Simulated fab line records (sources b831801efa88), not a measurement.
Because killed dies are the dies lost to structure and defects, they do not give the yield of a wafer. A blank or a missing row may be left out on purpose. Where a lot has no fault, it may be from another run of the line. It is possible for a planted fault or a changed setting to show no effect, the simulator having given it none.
Which tool is to blame? / flow sky130 / 29 wafers from 11 lots sampled at 5 of the route's 708 steps

## WHAT THE GAUGES SHOWED, per wafer
SKY_PASSIVATION_THK_MEAS_03.
lot=L726; measured=day 44 12:03; on=film metro-02; PASSIVATION_CVD_02_THK (nm)=540 536 542
lot=L730; measured=day 46 12:39; on=film metro-02; PASSIVATION_CVD_02_THK (nm)=533 535 541
lot=L733; measured=day 47 03:14; on=film metro-02; PASSIVATION_CVD_02_THK (nm)=531 534 544
lot=L734; measured=day 47 04:50; on=film metro-03; PASSIVATION_CVD_02_THK (nm)=542 534 562
lot=L736; measured=day 47 05:20; on=film metro-02; PASSIVATION_CVD_02_THK (nm)=535 547 548
lot=L735; measured=day 47 07:48; on=film metro-02; PASSIVATION_CVD_02_THK (nm)=472
lot=L740; measured=day 48 04:49; on=film metro-02; PASSIVATION_CVD_02_THK (nm)=533 541 540
lot=L739; measured=day 48 09:08; on=film metro-03; PASSIVATION_CVD_02_THK (nm)=478
lot=L741; measured=day 48 17:17; on=film metro-02; PASSIVATION_CVD_02_THK (nm)=532 527 542
lot=L744; measured=day 49 00:53; on=film metro-03; PASSIVATION_CVD_02_THK (nm)=539 527 536
lot=L748; measured=day 49 20:58; on=film metro-03; PASSIVATION_CVD_02_THK (nm)=541 545 539

## TOOL THAT RAN EACH LOT (tool first, then ch and the chambers of the sampled wafers, then the start)
lot=L726; SKY_VIA4_CMP_02=cmp-02 ch 1,2, day 42 11:28; SKY_METAL5_SPUTTER_04=pvd sputter-03, day 43 12:53; SKY_METAL5_DESCUM_14=rie metal-04 ch 0,1, day 44 10:53; SKY_PASSIVATION_CVD_02=pecvd-02 ch 0,1,2, day 44 11:50
lot=L730; SKY_VIA4_CMP_02=cmp-01 ch 0,1,3, day 44 15:50; SKY_METAL5_SPUTTER_04=pvd sputter-03, day 45 15:31; SKY_METAL5_DESCUM_14=rie metal-02 ch 1, day 46 11:08; SKY_PASSIVATION_CVD_02=pecvd-02 ch 0,2, day 46 12:25
lot=L733; SKY_VIA4_CMP_02=cmp-01 ch 2,3, day 45 05:28; SKY_METAL5_SPUTTER_04=pvd sputter-04, day 46 05:26; SKY_METAL5_DESCUM_14=rie metal-04 ch 0,1, day 47 01:38; SKY_PASSIVATION_CVD_02=pecvd-04 ch 1,2, day 47 03:01
lot=L734; SKY_VIA4_CMP_02=cmp-01 ch 0,1,2, day 45 09:38; SKY_METAL5_SPUTTER_04=pvd sputter-02, day 46 07:32; SKY_METAL5_DESCUM_14=rie metal-02 ch 0,1, day 47 03:29; SKY_PASSIVATION_CVD_02=pecvd-03 ch 1,2, day 47 04:31
lot=L736; SKY_VIA4_CMP_02=cmp-01 ch 0,1,3, day 45 10:14; SKY_METAL5_SPUTTER_04=pvd sputter-04, day 46 08:08; SKY_METAL5_DESCUM_14=rie metal-04 ch 0,1, day 47 04:02; SKY_PASSIVATION_CVD_02=pecvd-02 ch 0,2, day 47 05:06
lot=L735; SKY_VIA4_CMP_02=cmp-01 ch 2, day 45 12:29; SKY_METAL5_SPUTTER_04=pvd sputter-04, day 46 10:43; SKY_METAL5_DESCUM_14=rie metal-04 ch 0, day 47 06:11; SKY_PASSIVATION_CVD_02=pecvd-02 ch 2, day 47 07:34
lot=L740; SKY_VIA4_CMP_02=cmp-01 ch 0,1,3, day 46 08:01; SKY_METAL5_SPUTTER_04=pvd sputter-03, day 47 09:46; SKY_METAL5_DESCUM_14=rie metal-03 ch 0,1, day 48 03:38; SKY_PASSIVATION_CVD_02=pecvd-03 ch 0,1,2, day 48 04:35
lot=L739; SKY_VIA4_CMP_02=cmp-01 ch 0, day 46 14:13; SKY_METAL5_SPUTTER_04=pvd sputter-02, day 47 11:35; SKY_METAL5_DESCUM_14=rie metal-03 ch 1, day 48 07:57; SKY_PASSIVATION_CVD_02=pecvd-02 ch 2, day 48 08:59
lot=L741; SKY_VIA4_CMP_02=cmp-01 ch 0,2, day 46 23:15; SKY_METAL5_SPUTTER_04=pvd sputter-02, day 47 20:20; SKY_METAL5_DESCUM_14=rie metal-02 ch 0,1, day 48 16:08; SKY_PASSIVATION_CVD_02=pecvd-04 ch 0,1,2, day 48 17:04
lot=L744; SKY_VIA4_CMP_02=cmp-01 ch 0,2,3, day 47 06:33; SKY_METAL5_SPUTTER_04=pvd sputter-02, day 48 04:19; SKY_METAL5_DESCUM_14=rie metal-04 ch 0,1, day 48 23:43; SKY_PASSIVATION_CVD_02=pecvd-04 ch 0,1,2, day 49 00:40
lot=L748; SKY_VIA4_CMP_02=cmp-01 ch 1,2,3, day 48 04:50; SKY_METAL5_SPUTTER_04=pvd sputter-02, day 49 02:47; SKY_METAL5_DESCUM_14=rie metal-04 ch 0,1, day 49 19:47; SKY_PASSIVATION_CVD_02=pecvd-04 ch 0,1,2, day 49 20:50
- SKY_VIA4_CMP_02: polishes SiO2.
- SKY_METAL5_SPUTTER_04: material TiN, target thk 70 nm, time 58.3 s.
- SKY_METAL5_DESCUM_14: chemistry O2, time 11 s.
- SKY_PASSIVATION_CVD_02: deposits Si3N4, target thk 540 nm.

## THE ANSWER, worked out from the rows above alone
Rule: usual is defined by the lots themselves. Put in order of their means at a reading, lots are off if they are a third of the lots or fewer, leave a main group of 4 or more, and stand apart from it by a gap of 3 or more times the standard deviation of the main group's means; of several such gaps the widest counts. If all means in a main group match to the digits the tables above print for the reading, that group is not used. A lot without any number at a reading at which 4 lots or more have one is off too. All remaining lots with rows at the step are treated as sound.
Off: at SKY_PASSIVATION_THK_MEAS_03 (PASSIVATION_CVD_02_THK), L735, L739. The main group: mean 539 nm, standard deviation 4.
If a tool, at a process step before that reading, ran all the lots that are off and no sound lot after the first of them, it fits. The gauges at SKY_PASSIVATION_THK_MEAS_03 are tried like those tools. One fits: SKY_PASSIVATION_CVD_02 on pecvd-02. Its last sound lot is L736 (day 47 05:06), its first lot that is off L735 (day 47 07:34): a fault that began between those two fits.

## WHAT THE SIMULATOR PUT IN
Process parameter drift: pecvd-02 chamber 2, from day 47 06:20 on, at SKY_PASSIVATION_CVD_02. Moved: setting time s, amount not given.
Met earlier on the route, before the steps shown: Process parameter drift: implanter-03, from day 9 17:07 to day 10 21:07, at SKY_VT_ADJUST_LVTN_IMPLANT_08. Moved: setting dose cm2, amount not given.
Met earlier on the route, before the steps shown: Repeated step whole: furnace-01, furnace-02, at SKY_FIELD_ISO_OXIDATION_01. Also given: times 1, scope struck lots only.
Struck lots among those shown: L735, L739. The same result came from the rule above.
